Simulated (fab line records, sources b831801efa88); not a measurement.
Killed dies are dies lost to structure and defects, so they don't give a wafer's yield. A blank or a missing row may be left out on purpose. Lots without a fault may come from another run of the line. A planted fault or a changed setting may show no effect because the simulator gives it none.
Split-lot experiment | flow sky130 | 5 lots, 23 wafers read, on a route of 708 steps

THE SPLIT
At SKY_METAL4_ETCH_17 (etches SiO2 in C4F8/O2/Ar, stops on TiN, time 3.9 s, target depth 15 nm), the setting time_s was moved away from the recipe's 3.9 s on 5 of the 23 wafers read, by +5.0% to +10.6%. The other wafers ran this setting at the recipe's value.

The reading is taken at the split's own step.

THE READING
oes_product_au, in a.u., at SKY_METAL4_ETCH_17 (etches SiO2 in C4F8/O2/Ar, stops on TiN, time 3.9 s, target depth 15 nm). Fault-free wafers of this fab line usually give 0.757 a.u., standard deviation 0.0079 a.u..

wafer  | tool, chamber at the split | time_s as run, s | against the recipe | oes_product_au, a.u. | against lot-mates on the recipe
L074.1 | rie_diel-04, 3             | 4.096            | +5.0%              | 0.743                | -0.022
L074.2 | rie_diel-04, 1             | 3.9              | recipe             | 0.768                | -
L074.3 | rie_diel-04, 2             | 4.096            | +5.0%              | 0.753                | -0.012
L074.4 | rie_diel-04, 0             | 4.096            | +5.0%              | 0.755                | -0.010
L074.6 | rie_diel-04, 2             | 3.9              | recipe             | 0.762                | -
L075.1 | rie_diel-02, 3             | 4.314            | +10.6%             | 0.710                | -0.050
L075.3 | rie_diel-02, 0             | 4.314            | +10.6%             | 0.714                | -0.046
L075.4 | rie_diel-02, 1             | 3.9              | recipe             | 0.758                | -
L075.5 | rie_diel-02, 3             | 3.9              | recipe             | 0.765                | -
L075.6 | rie_diel-02, 2             | 3.9              | recipe             | 0.757                | -
L076.1 | rie_diel-04, 3             | 3.9              | recipe             | 0.749                | -
L076.2 | rie_diel-04, 0             | 3.9              | recipe             | 0.749                | -
L076.3 | rie_diel-04, 1             | 3.9              | recipe             | 0.738                | -
L076.5 | rie_diel-04, 1             | 3.9              | recipe             | 0.759                | -
L076.6 | rie_diel-04, 2             | 3.9              | recipe             | 0.759                | -
L077.1 | rie_diel-02, 2             | 3.9              | recipe             | 0.768                | -
L077.2 | rie_diel-02, 3             | 3.9              | recipe             | 0.746                | -
L077.3 | rie_diel-02, 0             | 3.9              | recipe             | 0.750                | -
L077.4 | rie_diel-02, 1             | 3.9              | recipe             | 0.768                | -
L077.6 | rie_diel-02, 0             | 3.9              | recipe             | 0.754                | -
L081.1 | rie_diel-04, 0             | 3.9              | recipe             | 0.749                | -
L081.2 | rie_diel-04, 3             | 3.9              | recipe             | 0.757                | -
L081.3 | rie_diel-04, 1             | 3.9              | recipe             | 0.756                | -

THE FIT
A straight line over all 23 wafers: oes_product_au changes by -0.00353 a.u. for each +1% of time_s; r = -0.80; the points scatter about the line by 0.0092 a.u..
The same after taking each lot's own level away (the mean of its wafers on the recipe; 23 wafers): -0.00418 a.u. for each +1%; r = -0.90; scatter 0.0071 a.u..
On that fit, the largest move of time_s shifts the reading by 0.044 a.u..
The lots' own levels span 0.7508 to 0.7650 a.u., that is 1.8 times the standard deviation above.
So the lot-to-lot level blurs the effect unless lot-mates are compared.
Check: with one of the wafers moved furthest among these (+10.6%) left out of the fit, the line predicts -0.0401 a.u. for it against its lot-mates. It came out at -0.05 a.u. against them.
Tool readings at the split's step, against how far the setting was moved: oes_product_au r = -0.80.

OTHER SPLITS ON THESE WAFERS
These wafers also went through other splits before the reading. Each is held against what the fit with the lots' levels taken away leaves over:
other split on the same wafers | wafers away from the commonest value | r with oes_product_au (lot level and that fit taken away)
SKY_VIA2_SPUTTER_20 power_w    | 11                                   | -0.07
SKY_CAPM_COAT_07 resist_thk_nm | 9                                    | -0.19
SKY_CAPM_DEVELOP_11 dev_temp_c | 5                                    | -0.20
SKY_METAL3_COAT_08 spin_rpm    | 8                                    | -0.11
SKY_VIA3_HDPCVD_00 time_s      | 8                                    | +0.23
SKY_VIA3_SPUTTER_20 time_s     | 9                                    | -0.18
SKY_CAP2M_SOFTBAKE_08 temp_c   | 6                                    | -0.10
SKY_CAP2M_EXPOSE_09 dose_mj    | 4                                    | +0.08

THE FILE'S OWN FIT
oes_product_au changes by -0.00421 a.u. for each +1% of time_s, r = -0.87.
